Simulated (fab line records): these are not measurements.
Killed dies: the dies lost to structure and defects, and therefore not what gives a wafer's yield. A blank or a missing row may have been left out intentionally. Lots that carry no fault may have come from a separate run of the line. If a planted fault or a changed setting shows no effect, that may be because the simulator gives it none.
fab line records -- flow sky130
record: lots: 13, wafers: 39, last_day: 51
route steps=708 shown POLY_GATE@228 LDD_HVP@286 PAD_OPEN@708
lots with no fault: from the same line, run without faults
start_h: start of the lot's first displayed wafer, in hours after the record's first day -- wait_h: how many hours have passed since the lot's step before this one -- " as in the row above -- L1.1+2: several wafers, shown together as one row -- - no value present, or no start provided -- * or withheld: withheld -- < > ~ a bound
route shown NAME@n: names a module that has steps shown in the file, with the first one's number in the route -- usual: the fault-free wafers' mean and standard deviation -- same: alike in all rows -- chamber/n: place in a boat -- sites: per-site readings -- _std_site: their standard deviation -- _edge_site: outer sites' mean less inner sites' -- radius_mm: how far each site lies from the wafer's centre -- mask NAME#n: copy n -- behind: tool/chamber where the wafer was last shaped -- hold: why the lot went on hold/how many hours it stayed there/how the hold came to an end -- device: which transistor (n, p or np) failed to switch -- end of line: tests of these same wafers at the route's end -- a step with no rows: only its recipe -- killed: at the first sort, the dies lost to defects and structure; wafer yield is something else -- map: dies across one wafer; x = killed, . = not, _ = none there
set.NAME: the run value of the setting; set.NAME@STEP: its run value at that earlier step -- model.NAME: the simulator's own value behind a step, which no gauge read
one table for each step of the route and one row for each wafer, over a sample of lots
services: from which hour (start_h, from the record's first day; less than 0 if before it) a tool's chamber was out of use, for how many hours, and why
== steps ==
step: SKY_POLY_GATE_OVL_MEAS_14
usual: POLY_GATE_OVL: -2/5.5
lot.wafer,tool,chamber,start_h,wait_h,POLY_GATE_OVL[nm]
L547.2,overlay-01,-,394.86,0.1,-3
L547.3,overlay-01,-,394.86,0.1,-2
L547.5,overlay-01,-,394.86,0.1,-3
L546.2,overlay-02,-,395.04,0.1,-5
L546.3,overlay-02,-,395.04,0.1,-3
L546.5,overlay-02,-,395.04,0.1,2
L548.2,overlay-02,-,406.39,0.1,-1
L548.5,overlay-02,-,406.39,0.1,1
L548.6,overlay-02,-,406.39,0.1,-2
L554.2,overlay-01,-,452.21,0.1,-6
L554.5,overlay-01,-,452.21,0.1,-4
L554.6,overlay-01,-,452.21,0.1,-3
L555.2,overlay-01,-,461.44,0.1,-1
L555.3,overlay-01,-,461.44,0.1,-7
L555.6,overlay-01,-,461.44,0.1,4
L556.2,overlay-01,-,480.26,0.1,6
L556.3,overlay-01,-,480.26,0.1,5
L556.5,overlay-01,-,480.26,0.1,2
L559.2,overlay-01,-,505.89,0.1,0
L559.3,overlay-01,-,505.89,0.1,2
L559.5,overlay-01,-,505.89,0.1,-1
L560.1,overlay-01,-,516.00,0.1,9
L560.2,overlay-01,-,516.00,0.1,15
L560.3,overlay-01,-,516.00,0.1,9
L562.3,overlay-02,-,523.72,0.1,-11
L562.4,overlay-02,-,523.72,0.1,2
L562.5,overlay-02,-,523.72,0.1,-6
L564.3,overlay-02,-,543.17,0.1,2
L564.5,overlay-02,-,543.17,0.1,-2
L564.6,overlay-02,-,543.17,0.1,-3
L565.3,overlay-02,-,544.17,0.1,-11
L565.4,overlay-02,-,544.17,0.1,-7
L565.5,overlay-02,-,544.17,0.1,-16
L567.1,overlay-02,-,599.46,0.1,-7
L567.3,overlay-02,-,599.46,0.1,0
L567.6,overlay-02,-,599.46,0.1,-7
L566.2,overlay-02,-,602.76,0.1,0
L566.3,overlay-02,-,602.76,0.1,1
L566.4,overlay-02,-,602.76,0.1,5
step: SKY_POLY_GATE_STRIP_18
recipe: chemistry: O2/N2, power_w: 1400, pressure_mtorr: 1500, platen_temp_c: withheld, o2_flow_sccm: 3000, n2_flow_sccm: 300, overash_fraction: 0.5
usual: drypump_motor_current_A: 6.0/0.34, oes_product_au: 0.361/0.0042, strip_time_to_endpoint_s: 3.17/0.043
lot.wafer,tool,chamber,start_h,wait_h,drypump_motor_current_A,oes_product_au,rf_hours_counter_h,strip_time_to_endpoint_s
L547.2,plasma_asher-01,0,395.13,0.0,5.8,0.359,72,3.18
L547.3,plasma_asher-01,0,395.13,0.0,5.8,0.357,-,3.22
L547.5,plasma_asher-01,0,395.13,0.0,5.8,0.365,-,3.17
L546.2,plasma_asher-03,1,395.31,0.0,5.4,0.365,68,3.18
L546.3,plasma_asher-03,0,395.31,0.0,6.6,0.363,-,3.17
L546.5,plasma_asher-03,1,395.31,0.0,5.5,0.363,-,3.17
L548.2,plasma_asher-01,1,406.66,0.0,6.0,0.361,73,3.17
L548.5,plasma_asher-01,0,406.66,0.0,5.8,0.360,-,3.18
L548.6,plasma_asher-01,1,406.66,0.0,6.0,0.370,-,3.26
L554.2,plasma_asher-01,1,452.48,0.0,6.0,0.360,2,3.12
L554.5,plasma_asher-01,0,452.48,0.0,5.8,0.362,-,3.23
L554.6,plasma_asher-01,1,452.48,0.0,6.0,0.360,-,3.19
L555.2,plasma_asher-03,0,461.71,0.0,6.6,0.364,75,3.19
L555.3,plasma_asher-03,0,461.71,0.0,6.6,0.359,-,3.13
L555.6,plasma_asher-03,1,461.71,0.0,5.4,0.358,-,3.22
L556.2,plasma_asher-01,1,480.53,0.0,6.0,0.358,3,3.11
L556.3,plasma_asher-01,1,480.53,0.0,6.0,0.357,-,3.24
L556.5,plasma_asher-01,0,480.53,0.0,5.8,0.369,-,3.13
L559.2,plasma_asher-01,1,506.16,0.0,6.0,0.368,6,3.17
L559.3,plasma_asher-01,0,506.16,0.0,5.8,0.366,-,3.21
L559.5,plasma_asher-01,0,506.16,0.0,5.8,0.370,-,3.18
L560.1,plasma_asher-01,1,516.28,0.0,6.0,0.355,7,3.21
L560.2,plasma_asher-01,0,516.28,0.0,5.8,0.360,7,3.10
L560.3,plasma_asher-01,1,516.28,0.0,6.0,0.352,-,3.20
L562.3,plasma_asher-03,1,524.01,0.1,5.5,0.358,-,3.18
L562.4,plasma_asher-03,0,524.01,0.1,6.6,0.362,-,3.20
L562.5,plasma_asher-03,0,524.01,0.1,6.6,0.363,-,3.14
L564.3,plasma_asher-01,1,543.46,0.1,6.0,0.365,-,3.17
L564.5,plasma_asher-01,0,543.46,0.1,5.8,0.360,-,3.17
L564.6,plasma_asher-01,1,543.46,0.1,6.0,0.356,-,3.16
L565.3,plasma_asher-01,1,544.46,0.1,5.9,0.363,-,3.24
L565.4,plasma_asher-01,0,544.46,0.1,5.8,0.372,-,3.17
L565.5,plasma_asher-01,0,544.46,0.1,5.8,0.362,-,3.20
L567.1,plasma_asher-01,1,599.73,0.0,6.0,0.354,15,3.10
L567.3,plasma_asher-01,1,599.73,0.0,5.9,0.366,-,3.22
L567.6,plasma_asher-01,1,599.73,0.0,6.0,0.360,-,3.18
L566.2,plasma_asher-02,0,603.03,0.0,6.3,0.371,49,3.29
L566.3,plasma_asher-02,0,603.03,0.0,6.3,0.364,-,3.20
L566.4,plasma_asher-02,1,603.03,0.0,5.8,0.364,-,3.18
step: SKY_LDD_HVP_IMPLANT_08
recipe: species: B, energy_kev: 20, dose_cm2: 1.7e+13, tilt_deg: 17.9
usual: beam_energy_keV: 20.000/0.0061
lot.wafer,tool,chamber,start_h,wait_h,beam_energy_keV
L547.2,implanter-02,0,527.05,0.0,19.999
L547.3,implanter-02,0,527.05,0.0,20.001
L547.5,implanter-02,0,527.05,0.0,20.003
L546.2,implanter-02,0,527.59,0.0,19.992
L546.3,implanter-02,0,527.59,0.0,19.993
L546.5,implanter-02,0,527.59,0.0,19.997
L548.2,implanter-04,0,536.64,0.0,19.991
L548.5,implanter-04,0,536.64,0.0,19.992
L548.6,implanter-04,0,536.64,0.0,20.000
L554.2,implanter-02,0,576.65,0.0,20.000
L554.5,implanter-02,0,576.65,0.0,19.999
L554.6,implanter-02,0,576.65,0.0,20.002
L555.2,implanter-03,0,585.35,0.0,19.999
L555.3,implanter-03,0,585.35,0.0,19.998
L555.6,implanter-03,0,585.35,0.0,19.998
L556.2,implanter-02,0,605.35,0.0,20.506
L556.3,implanter-02,0,605.35,0.0,20.501
L556.5,implanter-02,0,605.35,0.0,20.506
L559.2,implanter-02,0,628.63,0.0,20.524
L559.3,implanter-02,0,628.63,0.0,20.507
L559.5,implanter-02,0,628.63,0.0,20.520
L560.1,implanter-03,0,638.82,0.0,19.998
L560.2,implanter-03,0,638.82,0.0,19.986
L560.3,implanter-03,0,638.82,0.0,19.994
L562.3,implanter-03,0,645.47,0.1,19.999
L562.4,implanter-03,0,645.47,0.1,19.996
L562.5,implanter-03,0,645.47,0.1,20.005
L565.3,implanter-03,0,666.10,0.1,19.998
L565.4,implanter-03,0,666.10,0.1,19.999
L565.5,implanter-03,0,666.10,0.1,20.005
L564.3,implanter-04,0,667.00,0.1,20.001
L564.5,implanter-04,0,667.00,0.1,20.000
L564.6,implanter-04,0,667.00,0.1,20.001
L567.1,implanter-03,0,715.92,0.0,19.995
L567.3,implanter-03,0,715.92,0.0,19.997
L567.6,implanter-03,0,715.92,0.0,20.010
L566.2,implanter-03,0,720.20,0.0,19.994
L566.3,implanter-03,0,720.20,0.0,20.001
L566.4,implanter-03,0,720.20,0.0,19.992
step: SKY_LDD_HVP_STRIP_09
recipe: chemistry: O2/N2, power_w: 1400, pressure_mtorr: 1500, platen_temp_c: withheld, o2_flow_sccm: 3000, n2_flow_sccm: 300, overash_fraction: 0.5
usual: drypump_motor_current_A: 6.0/0.41, oes_product_au: 0.408/0.0043, strip_time_to_endpoint_s: 4.128/0.015
lot.wafer,tool,chamber,start_h,wait_h,drypump_motor_current_A,oes_product_au,rf_hours_counter_h,strip_time_to_endpoint_s
L547.2,plasma_asher-03,1,527.17,0.1,5.4,0.404,81,4.132
L547.3,plasma_asher-03,0,527.17,0.1,6.6,0.408,-,4.143
L547.5,plasma_asher-03,0,527.17,0.1,6.5,0.412,-,4.143
L546.2,plasma_asher-01,1,527.72,0.1,6.0,0.410,8,4.116
L546.3,plasma_asher-01,0,527.72,0.1,5.8,0.408,-,4.116
L546.5,plasma_asher-01,1,527.72,0.1,6.0,0.409,-,4.104
L548.2,plasma_asher-01,1,536.77,0.1,6.0,0.409,9,4.119
L548.5,plasma_asher-01,0,536.77,0.1,5.8,0.410,-,4.127
L548.6,plasma_asher-01,1,536.77,0.1,6.0,0.417,-,4.113
L554.2,plasma_asher-01,0,576.77,0.1,5.8,0.409,13,4.113
L554.5,plasma_asher-01,1,576.77,0.1,6.0,0.413,-,4.122
L554.6,plasma_asher-01,0,576.77,0.1,5.8,0.407,-,4.106
L555.2,plasma_asher-03,0,585.47,0.1,6.6,0.412,86,4.126
L555.3,plasma_asher-03,0,585.47,0.1,6.6,0.405,-,4.128
L555.6,plasma_asher-03,0,585.47,0.1,6.6,0.407,-,4.106
L556.2,plasma_asher-03,0,605.47,0.1,6.6,0.408,88,4.162
L556.3,plasma_asher-03,1,605.47,0.1,5.5,0.409,-,4.124
L556.5,plasma_asher-03,0,605.47,0.1,6.6,0.414,-,4.146
L559.2,plasma_asher-03,0,628.75,0.1,6.6,0.404,90,4.148
L559.3,plasma_asher-03,1,628.75,0.1,5.4,0.405,-,4.135
L559.5,plasma_asher-03,0,628.75,0.1,6.6,0.412,-,4.143
L560.1,plasma_asher-01,1,638.97,0.1,6.0,0.410,20,4.141
L560.2,plasma_asher-01,0,638.97,0.1,5.8,0.407,20,4.129
L560.3,plasma_asher-01,1,638.97,0.1,6.0,0.402,-,4.124
L562.3,plasma_asher-03,1,645.60,0.1,5.4,0.406,-,4.145
L562.4,plasma_asher-03,0,645.60,0.1,6.6,0.410,-,4.155
L562.5,plasma_asher-03,0,645.60,0.1,6.6,0.413,-,4.139
L565.3,plasma_asher-02,1,666.24,0.1,5.8,0.407,-,4.156
L565.4,plasma_asher-02,0,666.24,0.1,6.3,0.408,-,4.124
L565.5,plasma_asher-02,0,666.24,0.1,6.3,0.410,-,4.138
L564.3,plasma_asher-02,1,667.14,0.1,5.8,0.405,-,4.117
L564.5,plasma_asher-02,0,667.14,0.1,6.3,0.410,-,4.126
L564.6,plasma_asher-02,1,667.14,0.1,5.8,0.400,-,4.128
L567.1,plasma_asher-03,1,716.07,0.1,5.5,0.411,98,4.127
L567.3,plasma_asher-03,1,716.07,0.1,5.5,0.408,-,4.147
L567.6,plasma_asher-03,0,716.07,0.1,6.6,0.408,-,4.117
L566.2,plasma_asher-02,1,720.32,0.1,5.8,0.405,60,4.129
L566.3,plasma_asher-02,1,720.32,0.1,5.8,0.402,-,4.133
L566.4,plasma_asher-02,0,720.32,0.1,6.4,0.410,-,4.134
step: SKY_PAD_OPEN_PROBE_99
usual: killed_at_M0_to_M3: 43/6.8, killed_at_M4_up: 3.1/1.8, killed_at_contacts: 25/5.8, killed_at_front_end: 15/4.2, killed_at_other: 0.3/0.5, killed_dies: 87/9.7, killed_open: 47/7.3, killed_short: 39/6.6
same: gross_dies: 492, killed_at_back_side: 0
lot.wafer,tool,chamber,start_h,wait_h,killed_at_M0_to_M3,killed_at_M4_up,killed_at_contacts,killed_at_front_end,killed_at_other,killed_dies,killed_open,killed_short
L547.2,prober-01,-,1098.29,0.1,51,4,24,16,0,95,59,36
L547.3,prober-01,-,1098.34,0.2,50,5,24,26,0,105,56,49
L547.5,prober-01,-,1098.44,0.2,50,2,18,19,1,90,51,39
L546.2,prober-02,-,1101.10,0.1,59,1,23,15,0,98,58,40
L546.3,prober-02,-,1101.15,0.2,41,2,29,15,0,87,54,33
L546.5,prober-02,-,1101.25,0.2,31,2,32,20,0,85,51,34
L548.2,prober-02,-,1106.54,0.1,32,4,23,14,0,73,32,41
L548.5,prober-02,-,1106.69,0.2,43,7,23,17,0,90,45,45
L548.6,prober-02,-,1106.74,0.2,45,2,22,18,0,87,36,51
L554.2,prober-02,-,1132.54,0.1,40,3,29,19,0,91,57,34
L554.5,prober-02,-,1132.69,0.2,57,6,20,18,0,101,59,42
L554.6,prober-02,-,1132.74,0.2,37,0,21,9,0,67,34,33
L555.2,prober-02,-,1136.90,0.1,35,1,37,14,1,88,53,35
L555.3,prober-02,-,1136.95,0.2,35,4,13,19,1,72,42,30
L555.6,prober-02,-,1137.10,0.2,35,2,15,11,0,63,30,33
L556.2,prober-01,-,1150.99,0.1,33,1,25,32,0,91,62,29
L556.3,prober-01,-,1151.04,0.2,50,5,26,24,0,105,63,42
L556.5,prober-01,-,1151.14,0.2,36,1,32,16,0,85,49,36
L559.2,prober-02,-,1163.60,0.1,48,4,18,12,0,82,37,45
L559.3,prober-02,-,1163.65,0.2,44,3,23,11,0,81,43,38
L559.5,prober-02,-,1163.75,0.2,44,1,28,15,0,88,45,43
L560.1,prober-01,-,1173.74,0.1,49,3,22,14,0,88,41,47
L560.2,prober-01,-,1173.79,0.1,46,4,29,15,0,94,50,44
L560.3,prober-01,-,1173.84,0.2,42,4,21,14,0,81,37,44
L562.3,prober-01,-,1175.74,0.2,50,1,33,12,0,96,47,49
L562.4,prober-01,-,1175.79,0.2,39,6,25,16,0,86,50,36
L562.5,prober-01,-,1175.84,0.2,47,2,32,10,1,92,49,43
L565.3,prober-01,-,1188.14,0.2,40,2,24,24,0,90,53,37
L565.4,prober-01,-,1188.19,0.2,47,2,21,12,0,82,43,39
L565.5,prober-01,-,1188.24,0.2,41,4,23,22,0,90,52,38
L564.3,prober-02,-,1190.00,0.2,39,7,23,15,0,84,39,45
L564.5,prober-02,-,1190.10,0.2,41,4,13,13,0,71,38,33
L564.6,prober-02,-,1190.15,0.2,44,7,24,11,0,86,51,35
L567.1,prober-01,-,1214.49,0.1,51,4,18,12,0,85,40,45
L567.3,prober-01,-,1214.59,0.2,40,6,28,10,1,85,41,44
L567.6,prober-01,-,1214.74,0.2,51,2,19,13,0,85,47,38
L566.2,prober-02,-,1216.96,0.1,35,7,31,15,0,88,50,37
L566.3,prober-02,-,1217.01,0.2,56,3,30,9,0,98,53,45
L566.4,prober-02,-,1217.06,0.2,50,4,25,13,0,92,53,39
killed by level:class
L547.2 VIA2:geometric_particle:open=15 CONTACT:geometric_particle:open=11 VIA1:geometric_particle:open=9 FIELD_ISO:geometric_particle:short=6 LI_CONTACT:geometric_particle:open=6 VIA1:geometric_particle:short=6 VIA3:geometric_particle:open=5 FIELD_ISO:geometric_particle:open=4
L547.3 VIA1:geometric_particle:open=11 FIELD_ISO:geometric_particle:open=10 CONTACT:geometric_particle:open=10 METAL2:geometric_particle:short=9 FIELD_ISO:geometric_particle:short=7 VIA1:geometric_particle:short=7 POLY_GATE:geometric_particle:short=6 VIA2:geometric_particle:open=5
L547.5 VIA1:geometric_particle:open=13 VIA1:geometric_particle:short=7 VIA3:geometric_particle:open=7 CONTACT:geometric_particle:open=6 FIELD_ISO:geometric_particle:open=5 POLY_GATE:geometric_particle:open=5 VIA2:geometric_particle:open=4 LI_CONTACT:geometric_particle:open=4
L546.2 VIA1:geometric_particle:open=17 VIA3:geometric_particle:open=9 METAL2:geometric_particle:short=9 CONTACT:geometric_particle:open=8 LI_CONTACT:geometric_particle:open=7 VIA2:geometric_particle:open=7 SPACER:geometric_particle:short=6 POLY_GATE:geometric_particle:short=4
L546.3 VIA1:geometric_particle:open=12 CONTACT:geometric_particle:open=11 LI_CONTACT:geometric_particle:open=9 METAL1:geometric_particle:short=9 VIA3:geometric_particle:open=8 FIELD_ISO:geometric_particle:open=4 POLY_GATE:geometric_particle:short=4 LOCAL_INTERCONNECT:geometric_particle:short=4
L546.5 CONTACT:geometric_particle:open=14 LI_CONTACT:geometric_particle:open=11 VIA1:geometric_particle:open=7 FIELD_ISO:geometric_particle:short=6 VIA3:geometric_particle:short=6 FIELD_ISO:geometric_particle:open=4 VIA1:geometric_particle:short=4 VIA3:geometric_particle:open=4
L548.2 LI_CONTACT:geometric_particle:open=10 FIELD_ISO:geometric_particle:short=7 METAL2:geometric_particle:short=6 CONTACT:geometric_particle:open=6 VIA1:geometric_particle:short=6 FIELD_ISO:geometric_particle:open=4 VIA3:geometric_particle:open=4 VIA3:geometric_particle:short=4
L548.5 LI_CONTACT:geometric_particle:open=11 VIA1:geometric_particle:open=8 METAL2:geometric_particle:short=7 LI_CONTACT:geometric_particle:short=6 METAL4:geometric_particle:short=6 FIELD_ISO:geometric_particle:open=5 VIA2:geometric_particle:short=5 VIA2:geometric_particle:open=5
L548.6 METAL1:geometric_particle:short=9 CONTACT:geometric_particle:open=7 VIA2:geometric_particle:open=7 VIA1:geometric_particle:short=6 POLY_GATE:geometric_particle:short=5 LI_CONTACT:geometric_particle:short=5 LOCAL_INTERCONNECT:geometric_particle:short=5 VIA1:geometric_particle:open=5
L554.2 VIA1:geometric_particle:open=14 LI_CONTACT:geometric_particle:open=10 CONTACT:geometric_particle:open=8 VIA2:geometric_particle:open=7 LOCAL_INTERCONNECT:geometric_particle:short=6 FIELD_ISO:geometric_particle:open=5 FIELD_ISO:geometric_particle:short=5 POLY_GATE:geometric_particle:open=4
L554.5 VIA3:geometric_particle:open=16 VIA1:geometric_particle:open=11 METAL2:geometric_particle:short=8 CONTACT:geometric_particle:open=7 LI_CONTACT:geometric_particle:open=6 FIELD_ISO:geometric_particle:short=5 FIELD_ISO:geometric_particle:open=5 POLY_GATE:geometric_particle:short=5
L554.6 VIA1:geometric_particle:open=12 LI_CONTACT:geometric_particle:open=8 VIA1:geometric_particle:short=8 CONTACT:geometric_particle:open=7 CONTACT:geometric_particle:short=4 METAL1:geometric_particle:short=4 FIELD_ISO:geometric_particle:short=3 POLY_GATE:geometric_particle:short=3
L555.2 CONTACT:geometric_particle:open=12 LI_CONTACT:geometric_particle:open=11 VIA1:geometric_particle:open=7 POLY_GATE:geometric_particle:open=5 VIA3:geometric_particle:open=5 CONTACT:geometric_particle:short=5 VIA2:geometric_particle:open=5 POLY_GATE:geometric_particle:short=4
L555.3 POLY_GATE:geometric_particle:open=7 LI_CONTACT:geometric_particle:open=7 VIA1:geometric_particle:open=7 VIA2:geometric_particle:open=6 FIELD_ISO:geometric_particle:open=4 METAL1:geometric_particle:short=4 VIA2:geometric_particle:short=4 VIA3:geometric_particle:open=4
L555.6 VIA1:geometric_particle:open=7 VIA1:geometric_particle:short=6 METAL2:geometric_particle:short=6 CONTACT:geometric_particle:open=5 LI_CONTACT:geometric_particle:open=4 VIA2:geometric_particle:short=4 POLY_GATE:geometric_particle:short=3 LI_CONTACT:geometric_particle:short=3
L556.2 VIA2:geometric_particle:open=10 LI_CONTACT:geometric_particle:open=9 POLY_GATE:geometric_particle:open=8 VIA1:geometric_particle:open=7 CONTACT:geometric_particle:open=7 FIELD_ISO:geometric_particle:short=5 FIELD_ISO:geometric_particle:open=5 POLY_GATE:geometric_particle:short=4
L556.3 VIA1:geometric_particle:open=12 CONTACT:geometric_particle:open=10 METAL1:geometric_particle:short=7 POLY_GATE:geometric_particle:open=6 LI_CONTACT:geometric_particle:open=6 CONTACT:geometric_particle:short=6 VIA2:geometric_particle:open=6 VIA3:geometric_particle:open=6
L556.5 CONTACT:geometric_particle:open=13 LI_CONTACT:geometric_particle:open=10 VIA3:geometric_particle:open=7 FIELD_ISO:geometric_particle:open=5 VIA1:geometric_particle:open=5 LOCAL_INTERCONNECT:geometric_particle:short=5 VIA1:geometric_particle:short=5 METAL1:geometric_particle:short=4
L559.2 VIA1:geometric_particle:open=11 VIA1:geometric_particle:short=9 METAL2:geometric_particle:short=8 CONTACT:geometric_particle:open=7 CONTACT:geometric_particle:short=5 LI_CONTACT:geometric_particle:open=4 METAL3:geometric_particle:short=4 VIA3:geometric_particle:open=4
L559.3 CONTACT:geometric_particle:open=11 VIA1:geometric_particle:open=7 METAL2:geometric_particle:short=7 VIA3:geometric_particle:open=7 CONTACT:geometric_particle:short=5 METAL1:geometric_particle:short=5 VIA2:geometric_particle:open=5 LI_CONTACT:geometric_particle:open=4
L559.5 VIA1:geometric_particle:open=11 LOCAL_INTERCONNECT:geometric_particle:short=9 CONTACT:geometric_particle:open=9 VIA2:geometric_particle:open=7 POLY_GATE:geometric_particle:short=6 METAL1:geometric_particle:short=6 LI_CONTACT:geometric_particle:open=4 VIA3:geometric_particle:open=4
L560.1 VIA1:geometric_particle:short=11 VIA1:geometric_particle:open=11 CONTACT:geometric_particle:open=6 METAL1:geometric_particle:short=5 LI_CONTACT:geometric_particle:open=5 CONTACT:geometric_particle:short=5 VIA2:geometric_particle:open=5 VIA2:geometric_particle:short=4
L560.2 CONTACT:geometric_particle:open=10 VIA3:geometric_particle:open=10 LI_CONTACT:geometric_particle:open=8 VIA2:geometric_particle:open=5 VIA3:geometric_particle:short=5 LI_CONTACT:geometric_particle:short=4 LOCAL_INTERCONNECT:geometric_particle:short=4 VIA1:geometric_particle:open=4
L560.3 CONTACT:geometric_particle:open=8 METAL2:geometric_particle:short=7 VIA1:geometric_particle:short=7 CONTACT:geometric_particle:short=6 VIA2:geometric_particle:open=5 VIA1:geometric_particle:open=5 LI_CONTACT:geometric_particle:open=4 METAL1:geometric_particle:short=4
L562.3 CONTACT:geometric_particle:open=11 VIA1:geometric_particle:open=10 CONTACT:geometric_particle:short=9 METAL2:geometric_particle:short=9 LI_CONTACT:geometric_particle:open=7 METAL1:geometric_particle:short=7 VIA2:geometric_particle:open=6 VIA3:geometric_particle:short=5
L562.4 VIA1:geometric_particle:open=11 METAL2:geometric_particle:short=9 LI_CONTACT:geometric_particle:open=7 CONTACT:geometric_particle:open=7 VIA3:geometric_particle:open=7 FIELD_ISO:geometric_particle:short=5 LOCAL_INTERCONNECT:geometric_particle:short=4 POLY_GATE:geometric_particle:open=4
L562.5 CONTACT:geometric_particle:open=15 VIA1:geometric_particle:open=12 VIA3:geometric_particle:open=9 VIA1:geometric_particle:short=7 CONTACT:geometric_particle:short=6 METAL1:geometric_particle:short=6 FIELD_ISO:geometric_particle:short=5 LI_CONTACT:geometric_particle:open=5
L565.3 CONTACT:geometric_particle:open=13 VIA1:geometric_particle:open=9 FIELD_ISO:geometric_particle:short=7 METAL2:geometric_particle:short=7 VIA2:geometric_particle:open=7 FIELD_ISO:geometric_particle:open=6 CONTACT:geometric_particle:short=6 VIA3:geometric_particle:open=6
L565.4 CONTACT:geometric_particle:open=12 VIA3:geometric_particle:open=8 VIA1:geometric_particle:open=7 VIA1:geometric_particle:short=7 VIA2:geometric_particle:open=7 METAL3:geometric_particle:short=6 POLY_GATE:geometric_particle:open=4 METAL1:geometric_particle:short=3
L565.5 VIA1:geometric_particle:open=9 LI_CONTACT:geometric_particle:open=7 CONTACT:geometric_particle:open=7 FIELD_ISO:geometric_particle:open=6 POLY_GATE:geometric_particle:open=6 CONTACT:geometric_particle:short=6 VIA2:geometric_particle:open=6 VIA3:geometric_particle:open=5
L564.3 CONTACT:geometric_particle:open=11 METAL1:geometric_particle:short=8 VIA1:geometric_particle:open=8 CONTACT:geometric_particle:short=7 METAL4:geometric_particle:short=7 POLY_GATE:geometric_particle:open=6 VIA2:geometric_particle:open=6 VIA2:geometric_particle:short=4
L564.5 METAL1:geometric_particle:short=6 VIA1:geometric_particle:open=6 VIA2:geometric_particle:open=6 VIA3:geometric_particle:open=6 METAL2:geometric_particle:short=5 POLY_GATE:geometric_particle:open=5 LOCAL_INTERCONNECT:geometric_particle:short=4 CONTACT:geometric_particle:open=4
L564.6 VIA1:geometric_particle:open=10 LI_CONTACT:geometric_particle:open=9 VIA3:geometric_particle:open=8 CONTACT:geometric_particle:open=7 CONTACT:geometric_particle:short=5 METAL2:geometric_particle:short=5 VIA2:geometric_particle:open=5 VIA2:geometric_particle:short=4
L567.1 VIA3:geometric_particle:open=8 VIA1:geometric_particle:short=8 VIA1:geometric_particle:open=8 METAL1:geometric_particle:short=7 LI_CONTACT:geometric_particle:open=6 CONTACT:geometric_particle:open=5 METAL2:geometric_particle:short=5 METAL3:geometric_particle:short=5
L567.3 CONTACT:geometric_particle:open=11 METAL1:geometric_particle:short=7 VIA2:geometric_particle:open=7 CONTACT:geometric_particle:short=5 VIA1:geometric_particle:open=5 LI_CONTACT:geometric_particle:open=4 LI_CONTACT:geometric_particle:short=4 LOCAL_INTERCONNECT:geometric_particle:short=4
L567.6 VIA1:geometric_particle:open=11 VIA2:geometric_particle:open=10 METAL1:geometric_particle:short=6 VIA3:geometric_particle:open=6 FIELD_ISO:geometric_particle:short=5 LI_CONTACT:geometric_particle:open=5 CONTACT:geometric_particle:open=5 VIA1:geometric_particle:short=5
L566.2 CONTACT:geometric_particle:open=10 LI_CONTACT:geometric_particle:open=9 VIA1:geometric_particle:open=9 VIA3:geometric_particle:open=6 CONTACT:geometric_particle:short=5 METAL4:geometric_particle:short=5 POLY_GATE:geometric_particle:short=4 VIA1:geometric_particle:short=4
L566.3 VIA1:geometric_particle:open=13 LI_CONTACT:geometric_particle:open=9 CONTACT:geometric_particle:short=8 VIA3:geometric_particle:open=8 CONTACT:geometric_particle:open=7 METAL1:geometric_particle:short=6 VIA2:geometric_particle:open=6 POLY_GATE:geometric_particle:short=5
L566.4 VIA1:geometric_particle:open=12 CONTACT:geometric_particle:open=9 VIA2:geometric_particle:open=7 LI_CONTACT:geometric_particle:open=6 VIA3:geometric_particle:open=6 METAL3:geometric_particle:short=5 FIELD_ISO:geometric_particle:open=4 CONTACT:geometric_particle:short=4
== services ==
tool,chamber,start_h,hours,kind
plasma_asher-02,-,382.35,14.6,pm
implanter-04,-,390.21,2.4,repair
implanter-04,-,399.27,1.1,repair
implanter-04,-,407.61,2.4,repair
implanter-04,-,411.82,15.0,pm
implanter-02,-,415.57,7.4,repair
plasma_asher-01,-,421.25,9.0,pm
plasma_asher-01,0,421.25,9.0,vent_cycle
plasma_asher-01,1,421.25,9.0,vent_cycle
plasma_asher-01,0,430.25,-,clean
plasma_asher-01,-,456.16,15.4,repair
implanter-02,-,495.20,3.7,repair
implanter-04,-,500.05,3.3,repair
implanter-02,-,515.63,6.1,repair
plasma_asher-03,-,541.40,10.2,repair
implanter-04,-,573.61,6.2,pm
implanter-04,-,583.15,1.3,repair
implanter-02,-,592.05,7.7,pm
implanter-03,-,599.65,1.1,repair
plasma_asher-03,-,649.88,4.2,repair
implanter-03,-,666.87,18.1,pm
implanter-02,-,671.53,18.1,repair
plasma_asher-02,-,688.67,2.8,pm
implanter-04,-,718.71,6.6,repair
== key ==
first_sign: step: SKY_LDD_HVP_IMPLANT_08, reading: beam_energy_keV, direction: up, sigmas: 84, usual: *, struck: *
effect none on later readings
met_at SKY_LDD_HVP_IMPLANT_08
struck_lots L556,L559
tester_left_out L556,L559
not_acting_at SKY_POLY_GATE_OVL_MEAS_14,SKY_POLY_GATE_STRIP_18,SKY_LDD_HVP_STRIP_09
onset_between 576.65 605.35
fault: kind: process_parameter_drift, tool: implanter-02, chamber: -, onset_h: 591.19, steps: SKY_LDD_HVP_IMPLANT_08, channel: energy_kev, offset: *, shape: step, end_h: 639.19, acts_in: *, stated: *
tester_left_out: of these lots the tester's yield and bins aren't shown, on N5 and GAA mostly nor the transistor test; their killed dies are dies lost to structure and defects alone, not to doping, threshold or leakage, so they don't give the yield
